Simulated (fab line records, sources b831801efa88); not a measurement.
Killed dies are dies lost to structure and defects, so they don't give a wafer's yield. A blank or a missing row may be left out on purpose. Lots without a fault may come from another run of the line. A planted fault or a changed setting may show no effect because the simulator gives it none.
Which tool did it? | flow sky130 | 12 lots, 36 wafers sampled, at 5 steps of a route of 708

WHAT THE GAUGES READ, wafer by wafer
SKY_SD_P_CD_MEAS_07: target cd 380 nm. Usual: cd_nm 381.0 nm, standard deviation 2.3.
lot  | measured     | on        | cd_nm (nm)        | flag
L910 | day 26 08:13 | cd_sem-01 | 382.6 381.6 381.4 |
L911 | day 26 11:40 | cd_sem-01 | 378.9 378.6 378.5 |
L909 | day 26 12:34 | cd_sem-02 | 380.5 384.0 381.3 |
L913 | day 27 10:38 | cd_sem-02 | 381.3 380.3 380.8 |
L914 | day 27 18:13 | cd_sem-01 | 378.4 375.9 379.5 |
L916 | day 28 05:17 | cd_sem-01 | 383.1 384.6 382.6 |
L917 | day 28 09:19 | cd_sem-02 | 383.5 385.5 383.6 |
L919 | day 28 23:13 | cd_sem-02 | 380.1 382.1 380.9 |
L920 | day 29 07:20 | cd_sem-02 | 381.0 383.7 380.2 |
L922 | day 29 18:19 | cd_sem-02 | 381.1 381.8 383.0 |
L925 | day 31 01:13 | cd_sem-01 | 379.1 381.1 379.5 |
L926 | day 31 09:47 | cd_sem-01 | 380.2 378.3 378.0 |

SKY_LI_CONTACT_CD_MEAS_12: target cd 170 nm. Usual: cd_nm 170.0 nm, standard deviation 1.4.
lot  | measured     | on        | cd_nm (nm)        | flag
L910 | day 29 23:55 | cd_sem-02 | 173.2 169.9 171.3 |
L911 | day 30 01:56 | cd_sem-01 | 171.4 171.6 169.9 |
L909 | day 30 03:59 | cd_sem-02 | 172.7 171.6 172.5 |
L913 | day 30 23:58 | cd_sem-01 | 169.1 167.3 167.9 |
L914 | day 31 07:46 | cd_sem-01 | 173.0 170.5 169.6 |
L916 | day 31 16:59 | cd_sem-02 | 167.7 168.9 166.5 |
L917 | day 31 21:29 | cd_sem-02 | 170.9 171.6 171.3 |
L919 | day 32 11:19 | cd_sem-01 | 170.8 170.9 172.4 |
L920 | day 32 19:38 | cd_sem-01 | 168.0 169.0 169.5 |
L922 | day 33 04:47 | cd_sem-01 | 168.7 170.5 168.7 |
L925 | day 34 11:19 | cd_sem-02 | 169.6 169.4 169.3 |
L926 | day 34 19:36 | cd_sem-01 | 171.4 169.8 170.8 |

SKY_LI_CONTACT_RS_MEAS_22: measures by four-point-probe. Usual: LI_CONTACT_W_RS 0.2846 ohm/sq, standard deviation 0.0029.
lot  | measured     | on            | LI_CONTACT_W_RS (ohm/sq) | flag
L910 | day 30 00:46 | film_metro-01 | 0.2788 0.2806 0.2819     |
L911 | day 30 02:47 | film_metro-01 | 0.2861 0.2828 0.2816     |
L909 | day 30 04:57 | film_metro-03 | 0.2857 0.2862 0.2862     |
L913 | day 31 00:50 | film_metro-03 | 0.2914 0.2851 0.2896     |
L914 | day 31 08:36 | film_metro-01 | 0.2867 0.2870 0.2862     |
L916 | day 31 17:49 | film_metro-03 | 0.2875 0.2824 0.2840     |
L917 | day 31 22:20 | film_metro-01 | 0.2854 0.2844 0.2858     |
L919 | day 32 12:09 | film_metro-03 | 0.2836 0.2855 0.2886     |
L920 | day 32 20:29 | film_metro-03 | 0.2854 0.2821 0.2843     |
L922 | day 33 05:38 | film_metro-01 | 0.2806 0.2840 0.2836     |
L925 | day 34 12:10 | film_metro-04 | 0.2997 0.3024 0.3010     | OFF
L926 | day 34 20:28 | film_metro-04 | 0.2975 0.2997 0.2974     | OFF

WHICH TOOL RAN EACH LOT (tool, then ch and the chambers of the sampled wafers, then the start)
lot  | SKY_SPACER_ETCHBACK_02             | SKY_LI_CONTACT_CVD_21
L910 | rie_diel-02 ch 1,3, day 23 20:18   | cvd_w-01 ch 0,1, day 30 00:38
L911 | rie_diel-04 ch 1,2, day 24 01:11   | cvd_w-01 ch 1, day 30 02:39
L909 | rie_diel-04 ch 0,1,3, day 24 02:23 | cvd_w-02 ch 0, day 30 04:42
L913 | rie_diel-03 ch 1,2, day 24 23:40   | cvd_w-02 ch 0,1, day 31 00:43
L914 | rie_diel-02 ch 0,2,3, day 25 07:43 | cvd_w-02 ch 0,1, day 31 08:29
L916 | rie_diel-03 ch 0,1, day 25 19:51   | cvd_w-02 ch 0,1, day 31 17:42
L917 | rie_diel-03 ch 0,1,3, day 25 22:25 | cvd_w-02 ch 0,1, day 31 22:12
L919 | rie_diel-04 ch 2,3, day 26 13:54   | cvd_w-02 ch 0,1, day 32 12:00
L920 | rie_diel-04 ch 0,1,2, day 26 22:54 | cvd_w-02 ch 0,1, day 32 20:21
L922 | rie_diel-03 ch 2,3, day 27 10:55   | cvd_w-01 ch 0,1, day 33 05:30
L925 | rie_diel-03 ch 0,2,3, day 28 18:21 | cvd_w-02 ch 0,1, day 34 12:03
L926 | rie_diel-03 ch 0,1,2, day 29 02:48 | cvd_w-02 ch 0, day 34 20:20
- SKY_SPACER_ETCHBACK_02: etches Si3N4 in CH3F/O2, stops on SiO2, time 46.7 s, target depth 45 nm.
- SKY_LI_CONTACT_CVD_21: deposits W, target thk 400 nm, time 120.56 s.

WHAT THE TOOLS THEMSELVES READ (means of the sampled wafers that have a number; where no wafer has one, the mark that the record gives instead)
SKY_SPACER_ETCHBACK_02. Usual: ch3f_flow_sccm 39.99 sccm, standard deviation 0.12; drypump_motor_current_A 5.8 A, standard deviation 0.37; oes_product_au 0.854 a.u., standard deviation 0.006; rf_fwd_power_W 396.2 W, standard deviation 1.8; throttle_valve_pct 10.561 %, standard deviation 0.0087.
lot  | tool        | ch3f_flow_sccm (sccm) | drypump_motor_current_A (A) | oes_product_au (a.u.) | rf_fwd_power_W (W) | throttle_valve_pct (%) | flag
L910 | rie_diel-02 | 40.03                 | 5.4                         | 0.859                 | 398.6              | 10.569                 |
L911 | rie_diel-04 | 40.08                 | 6.0                         | 0.845                 | 395.6              | 10.565                 |
L909 | rie_diel-04 | 40.10                 | 5.6                         | 0.852                 | 395.1              | 10.558                 |
L913 | rie_diel-03 | 40.06                 | 6.0                         | 0.844                 | 394.7              | 10.564                 |
L914 | rie_diel-02 | 40.00                 | 5.6                         | 0.855                 | 396.2              | 10.559                 |
L916 | rie_diel-03 | 40.00                 | 5.7                         | 0.852                 | 395.9              | 10.561                 |
L917 | rie_diel-03 | 40.11                 | 5.7                         | 0.855                 | 395.8              | 10.567                 |
L919 | rie_diel-04 | 39.96                 | 6.2                         | 0.853                 | 395.6              | 10.558                 |
L920 | rie_diel-04 | 40.07                 | 5.6                         | 0.848                 | 395.9              | 10.564                 |
L922 | rie_diel-03 | 40.01                 | 6.1                         | 0.848                 | 394.9              | 10.557                 |
L925 | rie_diel-03 | 39.99                 | 5.8                         | 0.858                 | 398.6              | 10.562                 |
L926 | rie_diel-03 | 40.00                 | 5.9                         | 0.853                 | 397.7              | 10.556                 |

SKY_LI_CONTACT_CVD_21. Usual: heater_power_w 869 W, standard deviation 100; susceptor_temp_C 399.96 C, standard deviation 0.24.
lot  | tool     | heater_power_w (W) | susceptor_temp_C (C) | flag
L910 | cvd_w-01 | 765                | 400.19               |
L911 | cvd_w-01 | 663                | 400.21               |
L909 | cvd_w-02 | 941                | 399.54               |
L913 | cvd_w-02 | 937                | 400.01               |
L914 | cvd_w-02 | 933                | 400.12               |
L916 | cvd_w-02 | 935                | 399.86               |
L917 | cvd_w-02 | 921                | 399.96               |
L919 | cvd_w-02 | 929                | 400.31               |
L920 | cvd_w-02 | 931                | 399.78               |
L922 | cvd_w-01 | 764                | 400.14               |
L925 | cvd_w-02 | 926                | 397.86               | OFF
L926 | cvd_w-02 | 925                | 397.68               | OFF

THE ANSWER, worked out from the rows above alone
Rule: a lot is off if the mean of its wafers that have a number lies more than 3 standard deviations from the usual mean. A lot without any number at a reading at which 4 lots or more have one is off too. The other lots that the step has rows for count as sound. The gauges are gone through in route order, then the tools' own readings, and for those a lot's mean is taken as printed above. The first step at which some lot is off is used, and at that step the reading that is off furthest; a lot without a number counts as furthest.
Off: L925, L926, at SKY_LI_CONTACT_RS_MEAS_22 (LI_CONTACT_W_RS).
A tool fits if, at a process step before that reading, it ran every lot that is off, and no sound lot after the first of them. The gauges at SKY_LI_CONTACT_RS_MEAS_22 aren't tried: what is off there is off at SKY_LI_CONTACT_CVD_21 too, on other tools, and a gauge's error can't cause that. Can't be told from this: 2 tools fit, rie_diel-03 at SKY_SPACER_ETCHBACK_02, cvd_w-02 at SKY_LI_CONTACT_CVD_21.

WHAT THE SIMULATOR HAD PUT IN
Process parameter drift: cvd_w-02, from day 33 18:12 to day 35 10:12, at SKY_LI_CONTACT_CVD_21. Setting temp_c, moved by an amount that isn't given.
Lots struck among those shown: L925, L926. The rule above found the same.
